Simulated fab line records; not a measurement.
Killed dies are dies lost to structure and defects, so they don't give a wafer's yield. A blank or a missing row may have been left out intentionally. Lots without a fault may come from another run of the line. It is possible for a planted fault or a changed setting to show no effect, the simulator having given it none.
Which of the tools did it?	flow gf180mcu	Sampling: 24 lots, 72 wafers, 6 of 602 route steps

== WHAT THE GAUGES READ, wafer by wafer ==
GF_HV_LDD_TW_MEAS_50.
lot	measured	on	HV_LDD_4_TW
L074	day 13 02:50	film_metro-03	572 574 573
L075	day 13 08:49	film_metro-03	576 573 575
L076	day 13 15:01	film_metro-01	565 568 568
L077	day 14 05:41	film_metro-01	569 567 568
L078	day 14 12:37	film_metro-01	568 568 570
L079	day 14 20:49	film_metro-04	576 574 578
L080	day 14 21:32	film_metro-01	569 567 570
L081	day 15 12:58	film_metro-03	577 575 579
L082	day 15 13:17	film_metro-03	578 580 577
L083	day 16 02:08	film_metro-03	574 574 575
L084	day 16 07:08	film_metro-03	575 573 576
L085	day 16 17:59	film_metro-01	563 565 567
L086	day 16 20:01	film_metro-01	565 565 566
L087	day 17 06:53	film_metro-01	567 568 567
L088	day 17 13:37	film_metro-01	566 566 568
L089	day 18 00:32	film_metro-01	565 565 568
L090	day 18 04:55	film_metro-01	567 567 566
L091	day 18 16:50	film_metro-03	574 575 572
L092	day 18 20:48	film_metro-04	572 574 575
L093	day 19 04:07	film_metro-03	580 576 579
L094	day 19 15:16	film_metro-01	566 564 562
L095	day 19 22:16	film_metro-03	578 577 577
L096	day 20 07:04	film_metro-01	564 565 567
L097	day 20 17:28	film_metro-01	565 566 564

GF_SALICIDE_THK_MEAS_05: measures by xrf.
lot	measured	on	SALICIDE_TIN_THK (nm)
L074	day 16 00:24	film_metro-04	20.04 20.35 20.13
L075	day 16 08:11	film_metro-04	20.15 20.18 20.25
L076	day 16 13:02	film_metro-03	20.12 19.76 19.95
L077	day 17 05:04	film_metro-04	20.18 20.26 20.18
L078	day 17 16:40	film_metro-03	20.32 20.30 20.27
L079	day 18 00:16	film_metro-04	20.08 19.84 20.03
L080	day 18 00:23	film_metro-03	19.57 19.86 19.63
L081	day 18 15:56	film_metro-04	19.57 19.81 19.92
L082	day 18 16:20	film_metro-02	20.67 20.53 20.39
L083	day 19 07:17	film_metro-02	19.81 19.77 19.88
L084	day 19 15:14	film_metro-03	19.62 19.58 19.71
L085	day 20 01:26	film_metro-03	19.92 20.00 19.60
L086	day 20 03:02	film_metro-02	19.70 19.82 19.70
L087	day 20 13:50	film_metro-02	20.22 20.58 20.06
L088	day 20 20:02	film_metro-02	19.99 20.26 20.17
L089	day 21 08:08	film_metro-03	20.19 19.97 20.18
L090	day 21 13:12	film_metro-02	19.76 19.96 19.79
L091	day 21 23:41	film_metro-02	20.34 20.40 20.13
L092	day 22 04:27	film_metro-02	19.94 19.69 20.26
L093	day 22 10:56	film_metro-03	19.70 19.95 20.19
L094	day 22 19:59	film_metro-02	20.16 20.56 20.40
L095	day 23 03:54	film_metro-04	20.40 20.31 20.27
L096	day 23 11:35	film_metro-04	20.64 20.57 20.47
L097	day 23 21:37	film_metro-04	20.41 20.71 20.20

GF_CONTACT_CD_MEAS_14: the cd target is 220 nm.
lot	measured	on	cd_nm (nm)
L074	day 17 00:56	cd_sem-02	221.4 221.7 221.2
L075	day 17 09:02	cd_sem-02	221.4 221.4 223.1
L076	day 17 13:28	cd_sem-01	221.3 220.0 220.2
L077	day 18 05:16	cd_sem-02	218.9 220.6 220.1
L078	day 18 17:59	cd_sem-02	221.6 222.0 222.0
L079	day 19 01:46	cd_sem-01	217.3 217.3 217.5
L080	day 19 02:07	cd_sem-01	218.4 220.1 221.0
L081	day 19 18:10	cd_sem-01	219.5 219.5 218.2
L082	day 19 18:32	cd_sem-02	223.0 221.9 220.5
L083	day 20 09:32	cd_sem-01	221.6 222.7 221.8
L084	day 20 17:20	cd_sem-02	218.9 217.8 219.5
L085	day 21 03:05	cd_sem-01	221.0 220.1 220.4
L086	day 21 05:43	cd_sem-01	221.0 220.4 221.8
L087	day 21 15:10	cd_sem-02	218.4 220.0 218.9
L088	day 21 21:37	cd_sem-02	218.8 217.7 216.7
L089	day 22 09:07	cd_sem-02	221.2 221.1 220.9
L090	day 22 14:02	cd_sem-02	221.1 220.8 222.7
L091	day 23 00:44	cd_sem-01	220.7 220.9 222.0
L092	day 23 05:25	cd_sem-02	221.3 221.2 221.5
L093	day 23 11:07	cd_sem-02	220.6 220.8 219.7
L094	day 23 19:46	cd_sem-01	221.9 220.0 220.4
L095	day 24 03:22	cd_sem-01	219.7 219.1 218.7
L096	day 24 10:59	cd_sem-01	218.3 218.3 216.4
L097	day 24 20:04	cd_sem-02	219.4 219.6 218.3

GF_M1_THK_MEAS_06: measures by xrf.
lot	measured	on	M1_ALCU_THK (nm)
L074	day 17 02:35	film_metro-01	453 450 456
L075	day 17 10:45	film_metro-04	462 460 462
L076	day 17 15:06	film_metro-02	460 451 448
L077	day 18 06:53	film_metro-02	458 455 453
L078	day 18 19:36	film_metro-04	460 469 461
L079	day 19 03:25	film_metro-01	449 451 450
L080	day 19 03:53	film_metro-02	455 456 457
L081	day 19 19:47	film_metro-04	468 469 462
L082	day 19 20:09	film_metro-01	459 454 452
L083	day 20 11:21	film_metro-02	454 452 455
L084	day 20 18:59	film_metro-02	461 459 457
L085	day 21 04:43	film_metro-01	448 455 454
L086	day 21 07:21	film_metro-04	460 459 466
L087	day 21 16:49	film_metro-02	455 453 451
L088	day 21 23:16	film_metro-01	443 443 448
L089	day 22 10:46	film_metro-02	448 450 453
L090	day 22 15:40	film_metro-01	456 450 456
L091	day 23 02:22	film_metro-02	456 453 452
L092	day 23 07:01	film_metro-04	467 467 468
L093	day 23 12:46	film_metro-04	461 463 460
L094	day 23 21:25	film_metro-04	455 460 461
L095	day 24 05:01	film_metro-04	457 458 456
L096	day 24 12:45	film_metro-01	454 455 456
L097	day 24 21:41	film_metro-01	452 455 452

GF_M1_CD_MEAS_14: the cd target is 230 nm.
lot	measured	on	cd_nm (nm)
L074	day 18 01:44	cd_sem-01	229.6 231.2 229.8
L075	day 18 10:56	cd_sem-02	231.7 230.2 231.1
L076	day 18 15:22	cd_sem-02	231.4 232.4 231.6
L077	day 19 07:13	cd_sem-01	227.4 227.5 228.3
L078	day 19 20:17	cd_sem-01	227.8 228.4 229.2
L079	day 20 04:16	cd_sem-01	231.0 230.2 229.0
L080	day 20 04:37	cd_sem-02	229.9 230.0 229.4
L081	day 20 20:34	cd_sem-01	230.6 231.8 230.7
L082	day 20 20:56	cd_sem-02	229.9 230.1 229.0
L083	day 21 12:13	cd_sem-01	231.1 229.0 230.5
L084	day 21 19:23	cd_sem-02	230.4 228.6 229.5
L085	day 22 04:37	cd_sem-01	231.8 230.1 232.1
L086	day 22 07:35	cd_sem-02	231.5 229.6 230.3
L087	day 22 15:36	cd_sem-01	229.7 229.1 229.1
L088	day 22 22:55	cd_sem-01	229.7 229.6 231.0
L089	day 23 10:10	cd_sem-02	229.5 229.5 229.2
L090	day 23 14:56	cd_sem-01	229.7 228.4 228.8
L091	day 24 00:58	cd_sem-01	228.4 228.8 229.4
L092	day 24 06:22	cd_sem-01	228.8 229.5 229.2
L093	day 24 10:46	cd_sem-01	230.7 230.4 232.0
L094	day 24 18:35	cd_sem-02	231.4 230.1 230.8
L095	day 25 00:28	cd_sem-01	229.5 229.1 228.7
L096	day 25 07:53	cd_sem-01	229.2 229.5 229.1
L097	day 25 18:10	cd_sem-02	231.0 231.1 230.3

== WHAT TOOL EACH LOT RAN ON (gives the tool, then ch and the chambers of the sampled wafers, and finally the start) ==
lot	GF_MVPSD_STRIP_10
L074	plasma_asher-04 ch 0,1, day 5 12:10
L075	plasma_asher-03 ch 0,1, day 5 12:59
L076	plasma_asher-04 ch 0,1, day 5 19:06
L077	plasma_asher-03 ch 0,1, day 6 04:40
L078	plasma_asher-04 ch 1, day 6 06:01
L079	plasma_asher-01 ch 0,1, day 6 13:36
L080	plasma_asher-04 ch 0,1, day 6 17:51
L081	plasma_asher-01 ch 0,1, day 7 00:09
L082	plasma_asher-03 ch 0,1, day 7 04:25
L083	plasma_asher-03 ch 0,1, day 7 12:37
L084	plasma_asher-04 ch 0,1, day 7 16:28
L085	plasma_asher-03 ch 0,1, day 7 21:45
L086	plasma_asher-04 ch 0,1, day 8 02:03
L087	plasma_asher-01 ch 0,1, day 8 10:13
L088	plasma_asher-04 ch 0,1, day 8 17:16
L089	plasma_asher-03 ch 0,1, day 8 20:33
L090	plasma_asher-04 ch 0,1, day 9 04:26
L091	plasma_asher-04 ch 0,1, day 9 11:01
L092	plasma_asher-03 ch 0,1, day 9 16:35
L093	plasma_asher-01 ch 0,1, day 9 22:40
L094	plasma_asher-01 ch 0,1, day 10 05:19
L095	plasma_asher-01 ch 0, day 10 09:31
L096	plasma_asher-01 ch 0, day 10 17:40
L097	plasma_asher-01 ch 0,1, day 11 01:03
- GF_MVPSD_STRIP_10: strips in O2/N2.

== WHAT THE TOOLS THEMSELVES READ (means of the sampled wafers that have a number; where no wafer has one, the mark that the record gives instead) ==
GF_MVPSD_STRIP_10.
lot	tool	drypump_motor_current_A (A)	heater_power_w (W)	oes_product_au (a.u.)	strip_time_to_endpoint_s (s)
L074	plasma_asher-04	6.5	337	0.721	37.00
L075	plasma_asher-03	5.9	315	0.718	37.03
L076	plasma_asher-04	6.3	345	0.720	36.88
L077	plasma_asher-03	5.9	327	0.720	37.06
L078	plasma_asher-04	6.7	321	0.721	37.13
L079	plasma_asher-01	5.4	315	0.721	36.78
L080	plasma_asher-04	6.5	327	0.730	37.01
L081	plasma_asher-01	5.4	317	0.723	36.94
L082	plasma_asher-03	5.9	320	0.725	37.08
L083	plasma_asher-03	5.5	318	0.720	36.96
L084	plasma_asher-04	6.3	339	0.723	36.96
L085	plasma_asher-03	5.9	324	0.726	37.10
L086	plasma_asher-04	6.5	332	0.726	37.02
L087	plasma_asher-01	5.4	319	0.719	36.86
L088	plasma_asher-04	6.5	337	0.720	37.03
L089	plasma_asher-03	5.5	318	0.726	37.01
L090	plasma_asher-04	6.5	333	0.720	36.87
L091	plasma_asher-04	6.5	327	0.724	36.96
L092	plasma_asher-03	5.9	327	0.721	36.88
L093	plasma_asher-01	5.7	319	0.727	36.88
L094	plasma_asher-01	5.7	320	0.724	37.04
L095	plasma_asher-01	5.2	313	0.727	36.90
L096	plasma_asher-01	5.2	313	0.722	36.95
L097	plasma_asher-01	5.7	314	0.721	36.83

== THE ANSWER, worked out from the rows above alone ==
Rule: what is usual is taken from the lots themselves. Put in order of their means at a reading, lots are off if they are a third of the lots or fewer, leave a main group of 4 or more, and stand apart from it by a gap of 3 or more times the standard deviation of the main group's means; of several such gaps the widest counts. Not used: any main group whose means are identical at the precision the tables above print for the reading. A lot without any number at a reading at which 4 lots or more have one is off too. The other lots that the step has rows for count as sound. The gauges are gone through in route order, then the tools' own readings, and for those a lot's mean is taken as printed above. The first step at which some lot is off is used, and at that step the reading that is off furthest; a lot without a number counts as furthest.
None of the lots is off at any reading shown; this tells nothing.

== WHAT THE SIMULATOR PUT IN ==
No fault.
